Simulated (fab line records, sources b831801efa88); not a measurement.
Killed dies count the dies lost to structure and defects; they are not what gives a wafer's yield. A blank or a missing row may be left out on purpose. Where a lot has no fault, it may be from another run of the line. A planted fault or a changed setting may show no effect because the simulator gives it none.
Matching of chambers -- flow sky130 -- 4 sister chambers for SKY_CONTACT_CMP_04 on cmp-02
The step polishes SiO2. 8 wafers are shown with their chamber, then 7 later ones without.

## WAFERS, EACH WITH ITS CHAMBER
wafer,chamber,motorCurrentA (A),timeToEndpointS (s)
L082.1,0,13.8,75
L083.1,3,11.3,81
L083.3,0,12.9,84
L086.1,2,9.9,90
L086.2,3,12.3,85
L086.6,1,11.9,81
L087.3,1,12.0,83
L087.4,2,10.2,89

## WAFERS WITH NO CHAMBER GIVEN
wafer,motorCurrentA (A),timeToEndpointS (s)
L087.6,12.3,79
L088.2,11.4,83
L088.3,10.2,81
L088.5,11.0,79
L090.2,12.3,79
L090.3,12.5,80
L090.5,9.6,85

## CHAMBER TAKEN BY EACH
wafer,from the rows above,in truth
L087.6,can't be placed: 1 or 3 or 0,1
L088.2,can't be placed: 3 or 1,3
L088.3,can't be placed: 2 or 3 or 1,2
L088.5,can't be placed: 3 or 1 or 2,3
L090.2,can't be placed: 1 or 3 or 0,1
L090.3,can't be placed: 1 or 3 or 0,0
L090.5,2,2
Placed correctly: 1 of 7. Can't be placed from these rows: 6 (the true chamber is among the candidates in 6). Number placed wrongly: 0.
How it was worked out, from the rows above alone: a wafer's distance from a chamber is the root of the sum, over the readings, of the square of ((its reading less the chamber's mean) divided by the reading's scatter). If the next closest chamber is less than 2 further off than the closest, the wafer can't be placed; otherwise it belongs to the closest. The mean given for a chamber averages the wafers shown for that chamber. The scatter: the root of (the sum of the squares of (reading less its chamber's mean) over the shown wafers, divided by (wafers less chambers)).
